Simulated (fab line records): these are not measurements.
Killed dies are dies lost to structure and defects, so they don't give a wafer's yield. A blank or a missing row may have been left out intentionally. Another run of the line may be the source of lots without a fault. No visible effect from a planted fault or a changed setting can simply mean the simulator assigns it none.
What tool caused it? ; flow sky130 ; 12 lots, 36 wafers sampled, at 2 steps of a route of 708

WHAT THE GAUGES SHOWED, per wafer
SKY_VIA1_OVL_MEAS_13. Usual: VIA1_OVL gives 3 nm (standard deviation 5.9).
lot;measured;on;VIA1_OVL (nm);flag
L940;day 33 13:53;overlay-02;2 1 12;
L943;day 35 11:10;overlay-01;0 0 7;
L945;day 35 21:26;overlay-01;5 -6 -1;
L944;day 35 22:05;overlay-01;-4 -8 -9;
L946;day 36 04:14;overlay-02;5 8 8;
L949;day 37 07:44;overlay-02;7 5 -1;
L951;day 37 20:50;overlay-01;3 -3 -4;
L952;day 38 02:33;overlay-02;1 8 7;
L953;day 38 07:25;overlay-01;2 13 9;
L957;day 39 13:02;overlay-02;1 -6 2;
L958;day 40 10:31;overlay-01;12 9 8;
L961;day 40 19:19;overlay-02;-7 -3 3;

WHAT TOOL EACH LOT RAN ON (gives the tool, then ch and the chambers of the sampled wafers, and finally the start)
lot;SKY_CONTACT_ETCH_18
L940;rie-diel-03 ch 1,2,3, day 33 13:53 or earlier
L943;rie-diel-01 ch 2,3, day 35 11:10 or earlier
L945;rie-diel-03 ch 1,2, day 35 21:26 or earlier
L944;rie-diel-02 ch 0,3, day 35 22:05 or earlier
L946;rie-diel-03 ch 1,2,3, day 36 04:14 or earlier
L949;rie-diel-02 ch 1,3, day 37 07:44 or earlier
L951;rie-diel-01 ch 1,2,3, day 37 20:50 or earlier
L952;rie-diel-03 ch 0,1, day 38 02:33 or earlier
L953;rie-diel-03 ch 0,1,3, day 38 07:25 or earlier
L957;rie-diel-03 ch 0,1,3, day 39 13:02 or earlier
L958;rie-diel-02 ch 2,3, day 40 10:31 or earlier
L961;rie-diel-03 ch 0,1,3, day 40 19:19 or earlier
- SKY_CONTACT_ETCH_18: etches Si3N4 in CHF3/O2, stops on TiN, time 39 s, target depth 75 nm.

WHAT THE TOOLS THEMSELVES READ (means of the sampled wafers that have a number; where no wafer has one, the mark that the record gives instead)
SKY_CONTACT_ETCH_18. Usual: chamber-pressure-mTorr 40.00 mTorr, standard deviation 0.036; drypump-motor-current-A 5.6 A, standard deviation 0.48; oes-product-au 0.854 a.u., standard deviation 0.0082; throttle-valve-pct 8.793 %, standard deviation 0.0085.
lot;tool;chamber-pressure-mTorr (mTorr);drypump-motor-current-A (A);oes-product-au (a.u.);throttle-valve-pct (%);flag
L940;rie-diel-03;39.99;5.4;0.856;8.795;
L943;rie-diel-01;40.00;5.7;0.848;8.791;
L945;rie-diel-03;39.95;5.4;0.858;8.795;
L944;rie-diel-02;39.98;5.5;0.864;8.798;
L946;rie-diel-03;40.01;5.4;0.854;8.794;
L949;rie-diel-02;40.02;5.5;0.853;8.800;
L951;rie-diel-01;39.95;5.5;0.843;8.793;
L952;rie-diel-03;40.00;6.2;0.866;8.799;
L953;rie-diel-03;40.00;5.9;0.855;8.792;
L957;rie-diel-03;40.00;5.9;0.856;8.790;
L958;rie-diel-02;39.99;6.0;0.854;8.782;
L961;rie-diel-03;40.00;5.9;0.860;8.791;

THE ANSWER, worked out from the rows above alone
Rule: a lot is off if the mean of its wafers that have a number lies more than 3 standard deviations from the usual mean. A lot without any number at a reading at which 4 lots or more have one is off too. The other lots that the step has rows for count as sound. The gauges are gone through in route order, then the tools' own readings, and for those a lot's mean is taken as printed above. At the first step where some lot is off, the reading lying furthest off is the one used; lots without a number count as furthest.
No lot is off at any reading shown: from this, nothing can be told.

WHAT THE SIMULATOR HAD INSERTED
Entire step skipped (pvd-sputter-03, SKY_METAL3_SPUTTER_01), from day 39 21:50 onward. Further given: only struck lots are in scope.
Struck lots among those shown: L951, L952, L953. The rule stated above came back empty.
